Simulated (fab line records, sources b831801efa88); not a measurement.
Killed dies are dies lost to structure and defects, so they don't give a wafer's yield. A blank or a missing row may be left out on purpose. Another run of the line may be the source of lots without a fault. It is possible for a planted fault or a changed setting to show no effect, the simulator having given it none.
2 desks looking at one fault | flow gf180mcu | each desk has only its own numbers; what lay behind them comes last

## FOR THE TOOL OWNER'S DESK: cmp-02
The tool's own readings at GF_V4_CMP_04 (polishes SiO2): means of the sampled wafers that have a number, for each lot that ran on this tool. Marked OUT: a lot whose mean sits more than 4 standard deviations from the usual mean, which makes it out of limits; the brackets give that distance.
Columns: A = motor current A at GF_V4_CMP_04, usual 12.3 A; B = slurry flow ml min at GF_V4_CMP_04, usual 150.0; C = time to endpoint s at GF_V4_CMP_04, usual 80 s
lot  | first seen here | A    | B     | C
L380 | day 23 05:35    | 12.4 | 149.7 | 81
L383 | day 24 16:50    | 12.9 | 149.5 | 79
L386 | day 25 15:11    | 12.5 | 149.6 | 82
L387 | day 25 16:10    | 12.8 | 149.8 | 80
L393 | day 27 23:35    | 13.1 | 150.0 | 74
L401 | day 30 03:29    | 13.2 | 149.9 | 79
L403 | day 30 14:26    | 13.2 | 150.0 | 78
Result from this desk: across the 7 lots, nothing is out of limits.

## AT THE METROLOGY DESK
What the gauges read, lot by lot, whatever tool the lot ran on: means of the sampled wafers that have a number. Marked OUT: a lot whose mean sits more than 4 standard deviations from the usual mean, which makes it out of limits; the brackets give that distance.
Columns: A = TOP_METAL_ALCU_RS at GF_TOP_METAL_RS_MEAS_05, usual 0.0316 ohm/sq; B = PASSIVATION_CVD_00_THK at GF_PASSIVATION_THK_MEAS_01, usual 998 nm
lot  | first seen here | A      | B
L380 | day 27 02:09    | 0.0313 | 996
L382 | day 27 15:57    | 0.0314 | 1000
L383 | day 28 09:28    | 0.0312 | 994
L384 | day 28 23:21    | 0.0311 | 1005
L386 | day 29 04:29    | 0.0317 | 996
L387 | day 29 05:46    | 0.0317 | 983
L390 | day 30 06:11    | 0.0318 | 1007
L391 | day 30 13:59    | 0.0314 | 1001
L393 | day 31 07:33    | 0.0315 | 998
L395 | day 31 22:59    | 0.0310 | 999
L401 | day 33 11:17    | 0.0313 | 1007
L403 | day 33 14:49    | 0.0315 | 996
Result from this desk: across the 12 lots, nothing is out of limits.

## PUT TOGETHER
The desk of the tool owner found nothing out of limits.
At the metrology desk, nothing out of limits was observed.

## WHAT WAS PUT IN BY THE SIMULATOR
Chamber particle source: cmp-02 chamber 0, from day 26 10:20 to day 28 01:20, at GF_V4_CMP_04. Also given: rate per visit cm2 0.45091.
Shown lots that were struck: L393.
